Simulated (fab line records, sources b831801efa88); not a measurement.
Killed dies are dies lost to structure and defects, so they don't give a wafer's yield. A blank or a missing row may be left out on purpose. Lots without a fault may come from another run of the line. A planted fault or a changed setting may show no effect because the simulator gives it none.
fab line records | flow sky130
record lots=6 wafers=18 last_day=50
route steps=708 shown VT_ADJUST_LVTN@102
lots that met no fault: from a run of the same line without faults
start_h: hours from the record's first day to the start of the lot's first wafer shown | wait_h: hours since the lot's step before | " the same as in the row above | L1.1+2: a row that stands for several wafers | - no value, or no start given | * or withheld: withheld | < > ~ a bound
route shown NAME@n: a module of which the file shows steps, and the number in the route of the first | usual: mean/standard deviation of fault-free wafers | same: alike in all rows | chamber/n: place in a boat | sites: the reading at each site | _std_site: their standard deviation | _edge_site: outer sites' mean less inner sites' | radius_mm: how far each site lies from the wafer's centre | mask NAME#n: copy n | behind: the tool/chamber that last shaped the wafer | hold: why the lot was held/for how many hours/how that ended | device: the transistor (n, p or np) that didn't switch | end of line: the same wafers' tests at the end of the route | a step without rows: its recipe alone | killed: dies lost to structure and defects at the first sort, not the wafer's yield | map: a wafer's dies, x killed, . not, _ none there
set.NAME: the setting as run; set.NAME@STEP: as run at that earlier step | model.NAME: the simulator's own value behind a step, which no gauge read
lots at some steps of the route; a table a step, a row a wafer
services: from which hour (start_h, from the record's first day; less than 0 if before it) a tool's chamber was out of use, for how many hours, and why
## steps
# step SKY_VT_ADJUST_LVTN_PEB_05
# recipe temp_c=115 time_s=withheld
# step SKY_VT_ADJUST_LVTN_DEVELOP_06
# recipe wall_angle_deg=90 developer=TMAH develop_time_s=60 dev_temp_c=23
# step SKY_VT_ADJUST_LVTN_OVL_MEAS_07
# usual VT_ADJUST_LVTN_OVL=1.5/1.4
# columns lot.wafer tool chamber start_h wait_h VT_ADJUST_LVTN_OVL[nm]
L806.2 overlay-01 - 170.92 - 1.6
L806.4 " - " " 4.3
L806.5 " - " " 3.0
L809.4 overlay-01 - 192.50 - 2.2
L809.5 " - " " 1.5
L809.6 " - " " 0.5
L811.2 overlay-01 - 202.37 - 2.5
L811.4 " - " " 3.0
L811.5 " - " " 1.9
L812.2 overlay-02 - 209.03 - 1.9
L812.3 " - " " -0.5
L812.4 " - " " 1.3
L824.2 overlay-02 - 302.43 - 2.1
L824.3 " - " " 1.5
L824.4 " - " " 0.9
L822.2 overlay-02 - 305.93 - 4.0
L822.4 " - " " 4.7
L822.6 " - " " 3.9
# step SKY_VT_ADJUST_LVTN_IMPLANT_08
# recipe species=B energy_kev=30 dose_cm2=1.57e+12 tilt_deg=withheld
# step SKY_VT_ADJUST_LVTN_STRIP_09
# recipe chemistry=O2/N2 power_w=1400 pressure_mtorr=1500 platen_temp_c=withheld o2_flow_sccm=3000 n2_flow_sccm=300 overash_fraction=0.5
# usual chamber_pressure_mTorr=1500.1/1.5 drypump_motor_current_A=5.7/0.41 oes_product_au=0.723/0.0045 strip_time_to_endpoint_s=36.99/0.12
# columns lot.wafer tool chamber start_h wait_h chamber_pressure_mTorr drypump_motor_current_A oes_product_au rf_hours_counter_h strip_time_to_endpoint_s
L806.2 plasma_asher-01 1 171.10 0.1 1499.1 5.8 0.725 6 36.86
L806.4 " 1 " " 1500.9 5.8 0.724 - 37.00
L806.5 " 0 " " 1498.5 5.0 0.730 - 36.93
L809.4 plasma_asher-01 1 192.70 0.1 1501.6 5.8 0.726 - 36.97
L809.5 " 0 " " 1499.8 5.0 0.722 - 37.07
L809.6 " 1 " " 1497.8 5.8 0.725 - 36.96
L811.2 plasma_asher-04 1 202.70 0.2 1501.1 5.8 0.717 50 37.00
L811.4 " 0 " " 1497.4 6.0 0.717 - 37.05
L811.5 " 1 " " 1501.3 5.8 0.729 - 37.07
L812.2 plasma_asher-04 1 209.21 0.1 1497.2 5.8 0.716 50 37.16
L812.3 " 0 " " 1502.8 6.0 0.723 - 37.06
L812.4 " 1 " " 1502.6 5.8 0.728 - 37.25
L824.2 plasma_asher-01 1 302.61 0.1 1499.9 5.8 0.726 19 36.88
L824.3 " 1 " " 1499.5 5.8 0.729 - 36.96
L824.4 " 0 " " 1499.7 5.0 0.722 - 36.82
L822.2 plasma_asher-02 0 306.11 0.1 1502.0 6.3 0.727 51 36.96
L822.4 " 0 " " 1502.3 6.3 0.725 - 36.89
L822.6 " 1 " " 1501.7 5.7 0.718 - 36.95
# step SKY_VT_ADJUST_LVTN_TW_MEAS_10
# usual VT_ADJUST_LVTN_TW=239.1/2.6
# columns lot.wafer tool chamber start_h wait_h VT_ADJUST_LVTN_TW
L806.2 film_metro-03 - 171.21 0.1 239.9
L806.4 " - " " 240.8
L806.5 " - " " 239.6
L809.4 film_metro-03 - 192.79 0.1 240.8
L809.5 " - " " 241.5
L809.6 " - " " 241.4
L811.2 film_metro-01 - 202.81 0.1 236.3
L811.4 " - " " 237.4
L811.5 " - " " 236.3
L812.2 film_metro-03 - 209.32 0.1 241.1
L812.3 " - " " 240.9
L812.4 " - " " 241.7
L824.2 film_metro-01 - 302.72 0.1 237.6
L824.3 " - " " 237.1
L824.4 " - " " 237.0
L822.2 film_metro-02 - 306.22 0.1 242.6
L822.4 " - " " 240.5
L822.6 " - " " 241.3
# step SKY_VT_ADJUST_LVTN_DEHYDRATE_11
# recipe temp_c=200 time_s=60
# step SKY_VT_ADJUST_LVTN_HMDS_12
# recipe prime_time_s=60 prime_temp_c=120
# step SKY_VT_ADJUST_LVTN_COAT_13
# recipe resist=NOVOLAK spin_rpm=3000 resist_thk_nm=1140
# step SKY_VT_ADJUST_LVTN_SOFTBAKE_14
# recipe temp_c=90 time_s=60 resist=NOVOLAK
# step SKY_VT_ADJUST_LVTN_EXPOSE_15
# recipe mask_id=HVN_STD_DERIVED na=0.6 source_shape=conventional sigma_outer=0.6 polarization=unpolarized target_cd_nm=600 dose_mj=163
# step SKY_VT_ADJUST_LVTN_PEB_16
# recipe temp_c=withheld time_s=* resist=NOVOLAK
# step SKY_VT_ADJUST_LVTN_DEVELOP_17
# recipe resist=NOVOLAK developer=TMAH develop_time_s=60 dev_temp_c=23
# usual chill_plate_temp_C=23.01/0.11 develop_time_s=60/0
# columns lot.wafer tool chamber start_h wait_h chill_plate_temp_C develop_time_s
L806.2 litho_track-02 0 191.65 0.1 22.88 60
L806.4 " 0 " " 22.70 60
L806.5 " 0 " " 22.92 60
L809.4 litho_track-03 0 214.94 0.1 23.03 60
L809.5 " 0 " " 23.18 60
L809.6 " 0 " " 23.00 60
L811.2 litho_track-03 - 224.29 0.1 - -
L811.4 " - " " - -
L811.5 " - " " - -
L812.2 litho_track-04 - 230.99 0.1 - -
L812.3 " - " " - -
L812.4 " - " " - -
L824.2 litho_track-02 0 328.50 0.1 23.02 60
L824.3 " 0 " " 22.96 60
L824.4 " 0 " " 23.00 60
L822.2 litho_track-03 0 332.49 0.1 22.83 60
L822.4 " 0 " " 23.00 60
L822.6 " 0 " " 22.80 60
# step SKY_VT_ADJUST_LVTN_OVL_MEAS_18
# usual VT_ADJUST_LVTN_01_OVL=2.4/1.3
# columns lot.wafer tool chamber start_h wait_h VT_ADJUST_LVTN_01_OVL[nm]
L806.2 overlay-01 - 191.78 0.1 1.9
L806.4 " - " " 2.4
L806.5 " - " " 2.5
L809.4 overlay-01 - 215.03 0.1 3.0
L809.5 " - " " 4.7
L809.6 " - " " 4.9
L811.2 overlay-02 - 224.42 0.1 -
L811.4 " - " " -
L811.5 " - " " -
L812.2 overlay-02 - 231.12 0.1 -
L812.3 " - " " -
L812.4 " - " " -
L824.2 overlay-02 - 328.63 0.1 3.8
L824.3 " - " " 3.9
L824.4 " - " " 1.4
L822.2 overlay-02 - 332.62 0.1 2.8
L822.4 " - " " 4.5
L822.6 " - " " 3.2
## services
# columns tool chamber start_h hours kind
plasma_asher-04 - 151.21 10.0 pm
plasma_asher-04 - 166.19 9.6 repair
plasma_asher-04 - 257.61 9.2 repair
## key
first_sign step=SKY_VT_ADJUST_LVTN_DEVELOP_17 reading=tool_record direction=missing
effect none on later readings
met_at SKY_VT_ADJUST_LVTN_DEVELOP_17
struck_wafers L811.2,L811.4,L811.5,L812.2,L812.3,L812.4
sort_left_out L811.2,L811.4,L811.5,L812.2,L812.3,L812.4
tester_left_out L811,L812
onset_between 214.94 224.29
fault kind=skipped_step_whole tool=litho_track-03,litho_track-04 chamber=- onset_h=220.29 steps=SKY_VT_ADJUST_LVTN_DEVELOP_17 scope=struck_lots_only
# tester_left_out: of these lots the tester's yield and bins aren't shown, on N5 and GAA mostly nor the transistor test; their killed dies are dies lost to structure and defects alone, not to doping, threshold or leakage, so they don't give the yield
# sort_left_out: the simulated sort isn't trusted on such a fault, so these wafers' sort isn't shown, and their yield isn't known
